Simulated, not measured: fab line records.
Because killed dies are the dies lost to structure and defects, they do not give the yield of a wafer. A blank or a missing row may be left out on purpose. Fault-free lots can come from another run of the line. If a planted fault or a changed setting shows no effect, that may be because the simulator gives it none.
One fault through the eyes of 2 desks / flow gf180mcu / every desk sees just its own numbers, and what lay behind them comes last

## AT THE TOOL OWNER'S DESK: implanter-02
For each lot that ran on this tool, the mean over its sampled wafers that have a number, from the tool's own readings at GF_HV_LDD_IMPLANT_33. The brackets show how far a lot's mean lies from the usual mean; more than 4 standard deviations puts the lot out of limits, marked OUT.
Columns: A = beam_energy_keV at GF_HV_LDD_IMPLANT_33, usual 59.995
lot=L433; first seen here=day 11 15:13; A=59.992
lot=L444; first seen here=day 15 11:59; A=68.474 (+99 or more) OUT
lot=L446; first seen here=day 15 22:33; A=68.490 (+99 or more) OUT
lot=L456; first seen here=day 19 06:41; A=60.003
Finding of this desk: L444, L446 out of limits; the first was L444 at day 15 11:59, on beam_energy_keV at GF_HV_LDD_IMPLANT_33. L433, L456: within limits.

## METROLOGY DESK
Lot by lot, what the gauges showed, no matter which tool ran the lot: averages of those sampled wafers that carry a number. The brackets show how far a lot's mean lies from the usual mean; more than 4 standard deviations puts the lot out of limits, marked OUT.
Columns: A = HV_LDD_RS at GF_HV_LDD_RS_MEAS_53, usual 418.3 ohm/sq
lot=L433; first seen here=day 12 11:17; A=417.4
lot=L435; first seen here=day 13 01:26; A=418.3
lot=L434; first seen here=day 13 06:06; A=419.0
lot=L436; first seen here=day 13 12:47; A=418.0
lot=L437; first seen here=day 13 21:39; A=419.9
lot=L440; first seen here=day 14 20:13; A=418.8
lot=L444; first seen here=day 16 10:47; A=407.3 (-11) OUT
lot=L445; first seen here=day 16 12:18; A=418.6
lot=L446; first seen here=day 16 22:08; A=406.5 (-12) OUT
lot=L450; first seen here=day 18 02:44; A=419.2
lot=L451; first seen here=day 18 11:53; A=417.5
lot=L453; first seen here=day 19 09:31; A=419.4
lot=L455; first seen here=day 19 19:17; A=415.9
lot=L456; first seen here=day 20 08:16; A=417.0
This desk reports L444, L446 out of limits; the earliest was L444 at day 16 10:47 (HV_LDD_RS at GF_HV_LDD_RS_MEAS_53). L433, L435, L434, L436, L437, L440, L445, L450, L451, L453, L455, L456: within limits.

## PUT TOGETHER
The tool owner's desk could have raised an alarm at day 15 11:59, on L444, L446.
An alarm was possible from the metrology desk at day 16 10:47, on L444, L446.
The lots listed all ran GF_HV_LDD_IMPLANT_33 on implanter-02.

## WHAT THE SIMULATOR PUT IN
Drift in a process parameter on implanter-02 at GF_HV_LDD_IMPLANT_33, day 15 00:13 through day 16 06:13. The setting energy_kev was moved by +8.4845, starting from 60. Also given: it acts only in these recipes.
Lots struck among those shown: L444, L446.
Counting hours from when the fault started, the first reading out of limits came at 12 for the tool owner's desk and at 35 for the metrology desk.
